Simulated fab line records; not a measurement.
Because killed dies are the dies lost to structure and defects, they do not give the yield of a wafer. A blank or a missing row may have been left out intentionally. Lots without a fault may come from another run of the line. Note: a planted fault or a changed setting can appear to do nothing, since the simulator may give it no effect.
Chamber matching + flow gf180mcu + GF_STI_CVD_23 on hdpcvd-01 has 3 sister chambers
The step deposits SiO2, target thk 650 nm, time 108.3 s. 3 wafers are shown with their chamber, then 8 later ones without.

## WAFERS PAIRED WITH THEIR CHAMBERS
| wafer  | chamber | sih4FlowSccm (sccm) |
|--------|---------|---------------------|
| L754.4 | 0       | 60.37               |
| L754.5 | 2       | 59.96               |
| L755.1 | 1       | 59.73               |

## WAFERS WITH NO CHAMBER GIVEN
| wafer  | sih4FlowSccm (sccm) |
|--------|---------------------|
| L755.3 | 60.15               |
| L755.6 | 60.08               |
| L757.2 | 59.86               |
| L757.4 | 60.00               |
| L757.6 | 59.98               |
| L758.1 | 59.75               |
| L758.2 | 59.97               |
| L758.5 | 59.84               |

## EACH ONE'S CHAMBER
| wafer  | from the rows above     | in truth                   |
|--------|-------------------------|----------------------------|
| L755.3 | can't be placed: 2 or 0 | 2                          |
| L755.6 | can't be placed: 2 or 0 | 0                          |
| L757.2 | can't be placed: 2 or 1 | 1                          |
| L757.4 | 2                       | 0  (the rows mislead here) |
| L757.6 | 2                       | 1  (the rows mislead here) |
| L758.1 | can't be placed: 1 or 2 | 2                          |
| L758.2 | 2                       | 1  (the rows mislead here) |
| L758.5 | can't be placed: 1 or 2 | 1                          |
0 of 8 placed correctly. From these rows, 5 cannot be placed; in 5 the true chamber is one of the candidates. 3 placed wrongly.
How it was worked out, from the rows above alone: a wafer's distance from a chamber is the root of the sum, over the readings, of the square of ((its reading less the chamber's mean) divided by the reading's scatter). If the next closest chamber is less than 2 further off than the closest, the wafer can't be placed; otherwise it belongs to the closest. Each chamber's mean is taken over the wafers shown for it. The scatter: root of mean squared gap, hidden wafer to nearest shown wafer, with one shown wafer a chamber.
